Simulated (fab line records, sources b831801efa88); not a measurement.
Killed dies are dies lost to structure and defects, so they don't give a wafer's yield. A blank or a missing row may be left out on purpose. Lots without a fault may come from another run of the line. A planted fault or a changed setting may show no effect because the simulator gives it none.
Which tool did it? | flow sky130 | 12 lots, 36 wafers sampled, at 2 steps of a route of 708

WHAT THE GAUGES READ, wafer by wafer
SKY_POLY_GATE_CD_MEAS_13: target cd 150 nm.
lot  | measured     | on        | cd_nm (nm)
L490 | day 17 03:13 | cd_sem-01 | 149.5 148.9 150.3
L494 | day 18 18:56 | cd_sem-02 | 150.6 151.9 152.7
L497 | day 19 12:38 | cd_sem-02 | 151.1 152.1 151.6
L502 | day 20 21:00 | cd_sem-02 | 150.7 150.5 151.8
L503 | day 21 05:59 | cd_sem-01 | 151.4 150.6 150.0
L504 | day 21 15:10 | cd_sem-01 | 151.2 151.5 150.4
L505 | day 22 00:40 | cd_sem-02 | 150.7 149.6 150.9
L506 | day 22 09:07 | cd_sem-02 | 150.6 150.9 152.1
L509 | day 23 08:11 | cd_sem-01 | 149.0 150.4 149.3
L510 | day 23 23:06 | cd_sem-02 | 148.2 147.9 147.7
L512 | day 24 15:13 | cd_sem-02 | 148.3 148.3 147.9
L513 | day 24 17:45 | cd_sem-01 | 147.8 147.8 147.0

WHICH TOOL RAN EACH LOT (tool, then ch and the chambers of the sampled wafers, then the start)
lot  | SKY_RES_PROTECT_STRIP_07
L490 | plasma_asher-01 ch 0,1, day 15 21:07
L494 | plasma_asher-02 ch 0,1, day 17 11:25
L497 | plasma_asher-03 ch 0,1, day 18 02:56
L502 | plasma_asher-02 ch 0,1, day 19 12:58
L503 | plasma_asher-02 ch 0,1, day 19 21:31
L504 | plasma_asher-01 ch 0,1, day 20 06:27
L505 | plasma_asher-03 ch 0,1, day 20 16:01
L506 | plasma_asher-02 ch 0, day 21 01:13
L509 | plasma_asher-03 ch 0, day 22 00:11
L510 | plasma_asher-03 ch 0,1, day 22 15:58
L512 | plasma_asher-03 ch 0,1, day 23 07:44
L513 | plasma_asher-01 ch 0,1, day 23 10:08
- SKY_RES_PROTECT_STRIP_07: strips in O2/N2.

WHAT THE TOOLS THEMSELVES READ (means of the sampled wafers that have a number; where no wafer has one, the mark that the record gives instead)
SKY_RES_PROTECT_STRIP_07.
lot  | tool            | drypump_motor_current_A (A) | o2_flow_sccm (sccm) | oes_product_au (a.u.) | strip_time_to_endpoint_s (s)
L490 | plasma_asher-01 | 5.50                        | 2993                | 0.515                 | 23.30
L494 | plasma_asher-02 | 5.74                        | 2995                | 0.518                 | 23.33
L497 | plasma_asher-03 | 5.65                        | 2997                | 0.520                 | 23.32
L502 | plasma_asher-02 | 5.77                        | 3006                | 0.516                 | 23.32
L503 | plasma_asher-02 | 5.67                        | 3003                | 0.520                 | 23.32
L504 | plasma_asher-01 | 5.30                        | 2990                | 0.515                 | 23.27
L505 | plasma_asher-03 | 5.66                        | 2992                | 0.514                 | 23.29
L506 | plasma_asher-02 | 5.54                        | 2983                | 0.527                 | 23.40
L509 | plasma_asher-03 | 5.61                        | 2998                | 0.521                 | 23.34
L510 | plasma_asher-03 | 5.66                        | 2998                | 0.522                 | 23.31
L512 | plasma_asher-03 | 5.67                        | 3000                | 0.517                 | 23.33
L513 | plasma_asher-01 | 5.52                        | 3011                | 0.517                 | 23.24

THE ANSWER, worked out from the rows above alone
Rule: what is usual is taken from the lots themselves. Put in order of their means at a reading, lots are off if they are a third of the lots or fewer, leave a main group of 4 or more, and stand apart from it by a gap of 3 or more times the standard deviation of the main group's means; of several such gaps the widest counts. A main group whose means are all the same, to the digits that the tables above print for the reading, isn't used. A lot without any number at a reading at which 4 lots or more have one is off too. The other lots that the step has rows for count as sound. The gauges are gone through in route order, then the tools' own readings, and for those a lot's mean is taken as printed above. The first step at which some lot is off is used, and at that step the reading that is off furthest; a lot without a number counts as furthest.
No lot is off at any reading shown: from this, nothing can be told.

WHAT THE SIMULATOR HAD PUT IN
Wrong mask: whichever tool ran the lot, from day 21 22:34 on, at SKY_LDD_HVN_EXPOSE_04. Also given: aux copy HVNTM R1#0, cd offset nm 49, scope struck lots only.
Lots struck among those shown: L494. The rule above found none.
